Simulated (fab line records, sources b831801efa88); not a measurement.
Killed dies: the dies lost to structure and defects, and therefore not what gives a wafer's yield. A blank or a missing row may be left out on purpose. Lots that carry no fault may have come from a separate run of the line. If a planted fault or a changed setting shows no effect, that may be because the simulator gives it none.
The tool behind it: which one? -- flow sky130 -- 11 lots, 33 wafers sampled, at 6 steps of a route of 708

WHAT THE GAUGES READ, wafer by wafer
SKY_PWDE_OVL_MEAS_07. Usual: PWDE_OVL gives -1.4 nm (standard deviation 1.2).
lot,measured,on,PWDE_OVL (nm),flag
L521,day 4 08:23,overlay-02,-2.2 -2.8 -2.1,
L522,day 4 15:34,overlay-02,-1.8 -2.1 -1.3,
L526,day 5 10:51,overlay-01,-2.1 -2.1 -1.2,
L527,day 5 16:39,overlay-01,-3.2 -3.3 -2.9,
L528,day 6 00:30,overlay-02,-0.2 -0.9 0.9,
L529,day 6 01:19,overlay-02,-1.4 -1.6 -3.8,
L530,day 6 07:38,overlay-02,-2.3 -2.4 -2.3,
L531,day 6 11:58,overlay-01,-1.3 -2.5 -2.1,
L533,day 7 01:45,overlay-02,-1.6 -3.0 -3.5,
L540,day 8 15:24,overlay-02,-0.5 -2.0 -2.0,
L542,day 9 05:59,overlay-02,-0.9 -0.5 0.1,

SKY_PWDE_TW_MEAS_10. Usual: PWDE_TW gives 375.2 (standard deviation 2).
lot,measured,on,PWDE_TW,flag
L521,day 4 08:40,film_metro-01,378.0 376.7 378.1,
L522,day 4 15:51,film_metro-01,376.9 378.2 374.8,
L526,day 5 11:08,film_metro-04,374.6 372.0 375.4,
L527,day 5 16:56,film_metro-02,378.1 376.5 376.9,
L528,day 6 00:47,film_metro-01,374.4 374.5 372.0,
L529,day 6 01:36,film_metro-04,374.0 376.7 375.2,
L530,day 6 07:55,film_metro-01,376.4 376.5 378.1,
L531,day 6 12:16,film_metro-02,376.0 376.4 375.2,
L533,day 7 02:02,film_metro-04,377.3 374.5 375.1,
L540,day 8 15:41,film_metro-04,387.9 384.9 387.3 387.3 385.5 387.1,OFF
L542,day 9 06:17,film_metro-01,387.5 385.0 387.1 387.3 386.5 389.2,OFF

SKY_NWELL_RS_MEAS_31: the measuring method here is four-point-probe. Usual: PWDE_RS gives 5276 ohm/sq (standard deviation 15).
lot,measured,on,PWDE_RS (ohm/sq),flag
L521,day 5 22:16,film_metro-01,5276 5266 5262,
L522,day 6 05:52,film_metro-04,5263 5269 5269,
L526,day 7 02:59,film_metro-04,5272 5259 5248,
L527,day 7 09:08,film_metro-01,5275 5284 5282,
L528,day 7 17:26,film_metro-01,5270 5279 5280,
L529,day 7 18:16,film_metro-02,5282 5295 5292,
L530,day 8 01:17,film_metro-02,5279 5276 5286,
L531,day 8 05:35,film_metro-02,5285 5272 5284,
L533,day 8 20:10,film_metro-04,5267 5263 5270,
L540,day 10 12:32,film_metro-02,4801 4800 4804 4794 4808 4801,OFF
L542,day 11 05:16,film_metro-01,4799 4795 4801 4802 4812 4806,OFF

SKY_SPACER_THK_MEAS_01. Usual: SPACER_CVD_00_THK gives 42.9 nm (standard deviation 0.39).
lot,measured,on,SPACER_CVD_00_THK (nm),flag
L521,day 24 06:03,film_metro-01,43.3 43.3 43.6,
L522,day 24 19:29,film_metro-02,43.0 42.9 42.8,
L526,day 26 02:19,film_metro-01,43.3 43.3 43.0,
L527,day 26 10:46,film_metro-02,43.1 42.8 43.2,
L528,day 26 13:40,film_metro-04,43.2 43.0 42.7,
L529,day 26 17:43,film_metro-01,42.9 42.8 43.1,
L530,day 27 03:08,film_metro-01,43.4 43.1 42.6,
L531,day 27 12:11,film_metro-01,43.4 43.1 43.1,
L533,day 28 10:19,film_metro-04,42.5 42.6 42.3,
L540,day 30 10:42,film_metro-01,42.9 42.7 42.9,
L542,day 31 05:58,film_metro-01,42.8 43.1 42.8,

WHAT TOOL EACH LOT RAN ON (gives the tool, then ch and the chambers of the sampled wafers, and finally the start)
lot,SKY_FIELD_ISO_STRIP_16,SKY_PWDE_IMPLANT_08
L521,"plasma_asher-01 ch 0,1, day 2 10:28","implanter-02 ch 0, day 4 08:25"
L522,"plasma_asher-04 ch 0,1, day 2 16:37","implanter-02 ch 0, day 4 15:37"
L526,"plasma_asher-04 ch 0,1, day 3 15:46","implanter-02 ch 0, day 5 10:53"
L527,"plasma_asher-01 ch 0,1, day 3 22:22","implanter-01 ch 0, day 5 16:41"
L528,"plasma_asher-03 ch 0,1, day 4 03:13","implanter-02 ch 0, day 6 00:32"
L529,"plasma_asher-01 ch 1, day 4 05:01","implanter-02 ch 0, day 6 01:22"
L530,"plasma_asher-03 ch 0,1, day 4 10:49","implanter-04 ch 0, day 6 07:40"
L531,"plasma_asher-03 ch 0,1, day 4 14:24","implanter-01 ch 0, day 6 12:04"
L533,"plasma_asher-03 ch 0,1, day 5 00:52","implanter-01 ch 0, day 7 01:49"
L540,"plasma_asher-01 ch 0, day 6 13:31","implanter-02 ch 0, day 8 15:26"
L542,"plasma_asher-04 ch 0,1, day 6 23:34","implanter-02 ch 0, day 9 06:02"
- SKY_FIELD_ISO_STRIP_16: strips in O2/N2.
- SKY_PWDE_IMPLANT_08

WHAT THE TOOLS THEMSELVES READ (means of the sampled wafers that have a number; where no wafer has one, the mark that the record gives instead)
SKY_FIELD_ISO_STRIP_16. Usual: drypump_motor_current_A 5.6 A, standard deviation 0.34; o2_flow_sccm 3001 sccm, standard deviation 10; oes_product_au 0.377 a.u., standard deviation 0.0043; strip_time_to_endpoint_s 3.49 s, standard deviation 0.035.
lot,tool,drypump_motor_current_A (A),o2_flow_sccm (sccm),oes_product_au (a.u.),strip_time_to_endpoint_s (s),flag
L521,plasma_asher-01,5.2,3002,0.372,3.44,
L522,plasma_asher-04,6.0,2999,0.380,3.54,
L526,plasma_asher-04,5.8,3007,0.381,3.49,
L527,plasma_asher-01,5.2,2996,0.376,3.51,
L528,plasma_asher-03,5.7,2998,0.374,3.53,
L529,plasma_asher-01,5.7,3004,0.376,3.47,
L530,plasma_asher-03,5.7,3000,0.375,3.46,
L531,plasma_asher-03,5.6,2998,0.380,3.51,
L533,plasma_asher-03,5.7,3008,0.379,3.50,
L540,plasma_asher-01,5.0,2998,0.372,3.49,
L542,plasma_asher-04,5.9,3010,0.380,3.49,

SKY_PWDE_IMPLANT_08. Usual: beam_on_s 9.97 s, standard deviation 0.19; end_station_pressure_torr 4.97e-06 Torr, standard deviation 2.8e-07; faraday_current_uA 20.4, standard deviation 0.39.
lot,tool,beam_on_s (s),end_station_pressure_torr (Torr),faraday_current_uA,flag
L521,implanter-02,9.90,5.22e-06,20.5,
L522,implanter-02,9.74,4.94e-06,20.8,
L526,implanter-02,9.89,5.32e-06,20.5,
L527,implanter-01,10.05,5.04e-06,20.2,
L528,implanter-02,9.74,4.98e-06,20.8,
L529,implanter-02,10.07,4.87e-06,20.2,
L530,implanter-04,10.02,5.04e-06,20.3,
L531,implanter-01,9.99,5.03e-06,20.4,
L533,implanter-01,10.01,4.80e-06,20.3,
L540,implanter-02,11.20,7.66e-05,17.7,OFF
L542,implanter-02,11.30,7.67e-05,17.5,OFF

THE ANSWER, worked out from the rows above alone
Rule: lot off if the mean of its wafers having a number is beyond 3 standard deviations from the usual mean. A lot without any number at a reading at which 4 lots or more have one is off too. Where the step has rows for the other lots, those lots are counted as sound. After the gauges, taken in route order, come the tools' own readings; for these a lot's mean is taken, as printed above. The first step at which some lot is off is used, and at that step the reading that is off furthest; a lot without a number counts as furthest.
Off: at SKY_PWDE_TW_MEAS_10 (PWDE_TW), L540, L542.
If a tool, at a process step before that reading, ran all the lots that are off and no sound lot after the first of them, it fits. Not tried: the gauges at SKY_PWDE_TW_MEAS_10; whatever is off there is also off at SKY_PWDE_IMPLANT_08, on other tools, and gauge error can't account for it. One fits: SKY_PWDE_IMPLANT_08 on implanter-02. Its last sound lot is L529 (day 6 01:22), its first lot that is off L540 (day 8 15:26): a fault that began between those two fits.
The tool's own readings at SKY_PWDE_IMPLANT_08 bear it out: on the lots that are off they differ by more than 5 times the standard deviation of the sound lots' means. beam_on_s reads 11.25 s there against 9.93 s on the sound lots; end_station_pressure_torr reads 7.66e-05 Torr there against 5.03e-06 Torr on the sound lots; faraday_current_uA reads 17.6 there against 20.4 on the sound lots.

WHAT THE SIMULATOR HAD INSERTED
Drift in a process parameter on implanter-02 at SKY_PWDE_IMPLANT_08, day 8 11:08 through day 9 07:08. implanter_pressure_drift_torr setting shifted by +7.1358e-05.
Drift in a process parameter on implanter-02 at SKY_PWDE_IMPLANT_08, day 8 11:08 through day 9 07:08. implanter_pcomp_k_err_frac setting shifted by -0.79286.
Struck lots among those shown: L540, L542. This agrees with what the rule above found.
